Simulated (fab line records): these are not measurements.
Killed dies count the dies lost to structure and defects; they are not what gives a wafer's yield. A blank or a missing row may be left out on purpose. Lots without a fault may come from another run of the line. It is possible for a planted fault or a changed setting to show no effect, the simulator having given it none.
Chamber matching    flow gf180mcu    GF_POLY_GATE_ETCH_13 on rieSi-01: 4 sister chambers
The step etches poly-Si in HBr/Cl2, stops on SiO2, target depth 198.5 nm, time 69.6 s. 8 wafers are shown with their chamber, then 12 later ones without.

WAFERS, EACH WITH ITS CHAMBER
wafer   chamber  drypumpMotorCurrentA (A)  oesProductAu (a.u.)
L086.1  1        6.7                       0.970
L086.3  0        5.6                       0.978
L087.1  0        5.6                       0.983
L087.4  3        5.7                       0.989
L087.5  1        6.7                       0.992
L088.1  3        5.7                       0.985
L088.3  2        6.0                       1.000
L088.4  2        5.9                       0.989

WAFERS WHOSE CHAMBER IS MISSING
wafer   drypumpMotorCurrentA (A)  oesProductAu (a.u.)
L089.2  5.7                       0.992
L089.4  5.7                       0.990
L089.5  5.9                       0.987
L092.2  6.6                       0.993
L092.3  5.7                       0.983
L092.4  5.6                       0.983
L093.1  5.8                       0.989
L093.3  6.7                       1.000
L093.5  6.6                       0.992
L096.4  5.8                       0.991
L096.5  5.9                       0.996
L096.6  5.8                       0.992

WHICH CHAMBER EACH WENT THROUGH
wafer   from the rows above      in truth
L089.2  3                        3
L089.4  3                        3
L089.5  2                        2
L092.2  1                        1
L092.3  3                        3
L092.4  0                        0
L093.1  can't be placed: 3 or 2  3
L093.3  1                        1
L093.5  1                        1
L096.4  can't be placed: 3 or 2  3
L096.5  2                        2
L096.6  can't be placed: 3 or 2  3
9 of 12 placed correctly. From these rows, 3 cannot be placed; in 3 the true chamber is one of the candidates. 0 placed wrongly.
How it was worked out, from the rows above alone: a wafer's distance from a chamber is the root of the sum, over the readings, of the square of ((its reading less the chamber's mean) divided by the reading's scatter). The wafer belongs to the nearest chamber; if the next one is less than 2 further off, it can't be placed. For every chamber, the mean is computed from those of its wafers that are shown. The scatter: take each reading less its chamber's mean, square it, sum over the shown wafers, divide by the number of wafers less the number of chambers, and take the root.
